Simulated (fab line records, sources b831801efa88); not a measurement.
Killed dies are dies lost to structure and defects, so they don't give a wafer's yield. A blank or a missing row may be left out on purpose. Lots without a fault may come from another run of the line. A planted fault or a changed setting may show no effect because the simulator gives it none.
A struck lot beside a sound one | flow sky130 | 30 steps out of a route of 708
Sound: wafers L624.1, L624.3, L624.5. Struck: wafers L618.1, L618.3, L618.6. The cause comes at the end.
At each step with rows: each side's tool, then ch and its chambers, then its first start. Under that, the readings that differ: sound wafers | struck wafers | difference of the means | sigmas: that difference in standard deviations of wafers without a fault.
alike: readings whose means differ by less than 2 such deviations, and words and numbers that are the same on both sides. not compared: withheld readings, readings that some wafer has no value for, bounds like >300 that may hide the same value, and numbers for which the record gives no deviation and whose values overlap.
The two part at a step that has a row with sigmas, a row that says differs or no value, or rows on one side only. Numbers that don't overlap but have no deviation are shown without sigmas and don't part them. A reading that every wafer of one side lacks parts them only if that side has two wafers or more.

first, 5 steps without rows for these wafers: SKY_SONOS_ONO_COAT_08 (resist thk 1140 nm); SKY_SONOS_ONO_SOFTBAKE_09 (time 60 s); SKY_SONOS_ONO_EXPOSE_10 (exposes mask ONOM, target cd 410 nm); SKY_SONOS_ONO_PEB_11; SKY_SONOS_ONO_DEVELOP_12 (develop time 60 s).
SKY_SONOS_ONO_CD_MEAS_13: target cd 410 nm.
  sound on cd_sem-02, day 18 08:53; struck on cd_sem-02, day 16 04:08
  alike: cd_nm
SKY_SONOS_ONO_OVL_MEAS_14:
  sound on overlay-01, day 18 09:02; struck on overlay-02, day 16 04:16
  alike: SONOS_ONO_OVL
SKY_SONOS_ONO_ETCH_15: etches the open film in CHF3/O2, target depth 19.52 nm, time 7.8 s.
  sound on rie_diel-03 ch 0,1,2, day 18 09:04; struck on rie_diel-02 ch 1,3, day 16 04:18
  reading               | sound             | struck            | difference | sigmas
  oes_product_au (a.u.) | 0.975 1.002 0.987 | 1.014 1.014 1.022 | +0.029     | +3
  alike: drypump_motor_current_A, throttle_valve_pct
  not compared: rf_hours_counter_h
then, 1 step without rows for these wafers: SKY_SONOS_ONO_WET_ETCH_16 (etches SiO2 in dHF, target depth 14 nm, time 280 s).
SKY_SONOS_ONO_STRIP_17: strips in O2/N2.
  sound on plasma_asher-03 ch 0,1, day 18 09:11; struck on plasma_asher-01 ch 0,1, day 16 04:24
  alike: drypump_motor_current_A, oes_product_au, strip_time_to_endpoint_s
  not compared: rf_hours_counter_h
then, 2 steps without rows for these wafers: SKY_SONOS_ONO_WET_ETCH_18 (etches Si3N4 in H3PO4, target depth 15 nm, time 172 s); SKY_GATE_OXIDE_CLEAN_00 (cleans in SC1/SC2, time 150 s).
SKY_GATE_OXIDE_OXIDATION_01: stabilise 600 s, purge 300 s, target thk 10.268 nm.
  sound on furnace-01 ch 0, day 18 10:35; struck on furnace-02 ch 0, day 16 05:43
  reading                                           | sound             | struck            | difference | sigmas
  spike_tc_centre_C (C)                             | 898.3 901.4 901.1 | 866.5 867.2 865.2 | -34.0      | -34
  spike_tc_upper_C (C)                              | 897.8 900.4 899.7 | 905.5 906.3 907.1 | +7.0       | +6
  zone_power_centre_pct (%)                         | 18.41 18.35 18.28 | 5.74 5.77 5.69    | -12.61     | -70
  zone_power_lower_pct (%)                          | 18.3 17.9 18.3    | 25.5 26.7 26.3    | +8.0       | +17
  zone_power_upper_pct (%)                          | 17.9 18.1 18.0    | 22.5 22.7 22.4    | +4.5       | +7
  model.SiO2_of_GATE_OXIDE_OXIDATION_01.thk_nm (nm) | 10.31 10.56 10.32 | 9.322 9.829 10.21 | -0.610     |
  alike: tube_center_temp_C
SKY_GATE_OXIDE_THK_MEAS_02:
  sound on film_metro-01, day 18 11:59; struck on film_metro-03, day 16 07:08
  reading                          | sound             | struck          | difference | sigmas
  GATE_OXIDE_OXIDATION_00_THK (nm) | 10.31 10.53 10.33 | 9.33 9.86 10.21 | -0.59      | -3
then, 7 steps without rows for these wafers: SKY_GATE_OXIDE_DEHYDRATE_03 (time 60 s); SKY_GATE_OXIDE_HMDS_04 (prime time 60 s); SKY_GATE_OXIDE_COAT_05 (resist thk 1140 nm); SKY_GATE_OXIDE_SOFTBAKE_06 (time 60 s); SKY_GATE_OXIDE_EXPOSE_07 (exposes mask LVOM, target cd 600 nm); SKY_GATE_OXIDE_PEB_08; SKY_GATE_OXIDE_DEVELOP_09 (develop time 60 s).
SKY_GATE_OXIDE_OVL_MEAS_10:
  sound on overlay-02, day 19 18:41; struck on overlay-01, day 17 11:50
  alike: GATE_OXIDE_OVL
then, 2 steps without rows for these wafers: SKY_GATE_OXIDE_IMPLANT_11; SKY_GATE_OXIDE_WET_ETCH_12 (etches SiO2 in dHF, target depth 16.8 nm, time 336 s).
SKY_GATE_OXIDE_STRIP_13: strips in O2/N2.
  sound on plasma_asher-03 ch 0,1, day 19 19:05; struck on plasma_asher-04 ch 1, day 17 12:08
  alike: drypump_motor_current_A, oes_product_au, strip_time_to_endpoint_s
  not compared: rf_hours_counter_h
SKY_GATE_OXIDE_TW_MEAS_14:
  sound on film_metro-01, day 19 19:11; struck on film_metro-03, day 17 12:14
  alike: GATE_OXIDE_TW
then, 1 step without rows for these wafers: SKY_GATE_OXIDE_CLEAN_15 (cleans in SC1/SC2, time 150 s).
SKY_GATE_OXIDE_OXIDATION_16: stabilise 600 s, purge 300 s, target thk 3.57 nm.
  sound on furnace-02 ch 0, day 19 19:17; struck on furnace-02 ch 0, day 17 14:03
  reading                                           | sound            | struck           | difference | sigmas
  model.SiO2_of_GATE_OXIDE_OXIDATION_01.thk_nm (nm) | 11.7 11.92 11.69 | 10.72 11.2 11.56 | -0.61      |
  alike: ox_temp_c_max, spike_tc_centre_C, spike_tc_upper_C, tube_center_temp_C, zone_power_centre_pct, zone_power_lower_pct, zone_power_upper_pct
then, 1 step without rows for these wafers: SKY_POLY_GATE_CVD_00 (deposits poly-Si, target thk 180 nm, time 720 s).
-- the record jumps here: 31 days lie between the struck wafers' starts before and after (it left off in module POLY_GATE and takes up again in module PAD_OPEN, whose first step shown is number 708 of the route) --
SKY_PAD_OPEN_PROBE_99:
  sound on prober-01, day 49 14:19; struck on prober-01, day 48 08:34
  reading                                | sound             | struck            | difference | sigmas
  model.etest.tip_sonos.rs_ohm_sq        | 2690 2718 2690    | 2480 2556 2647    | -138       |
  model.etest.pfet_g5v0d10v5.r_on_ohm_um | 4804 4842 4755    | 4560 4674 4712    | -152       |
  model.etest.nfet_05v0_nvt.drive_ua_um  | 575.3 566 577.2   | 617.3 597.5 584.5 | +26.9      |
  model.etest.pfet_g5v0d10v5.drive_ua_um | 339.6 335.6 336.9 | 365.2 350.9 345.9 | +16.6      |
  alike: killed_at_M0_to_M3, killed_at_M4_up, killed_at_contacts, killed_at_front_end, killed_at_other, killed_dies, killed_open, killed_short
  not compared: model.etest.nfet_16v.r_on_ohm_um, model.etest.nfet_g5v0d10v5.r_on_ohm_um, model.etest.nfet_g5v0d10v5.drive_ua_um, model.etest.nfet_16v.drive_ua_um

WHERE THEY PART
First at SKY_SONOS_ONO_ETCH_15; last, within this record, at SKY_GATE_OXIDE_THK_MEAS_02. Later steps at which nothing parts them and some readings are alike: SKY_GATE_OXIDE_OVL_MEAS_10, SKY_GATE_OXIDE_STRIP_13, SKY_GATE_OXIDE_TW_MEAS_14, SKY_GATE_OXIDE_OXIDATION_16, SKY_PAD_OPEN_PROBE_99.

WHY: what the simulator had put in
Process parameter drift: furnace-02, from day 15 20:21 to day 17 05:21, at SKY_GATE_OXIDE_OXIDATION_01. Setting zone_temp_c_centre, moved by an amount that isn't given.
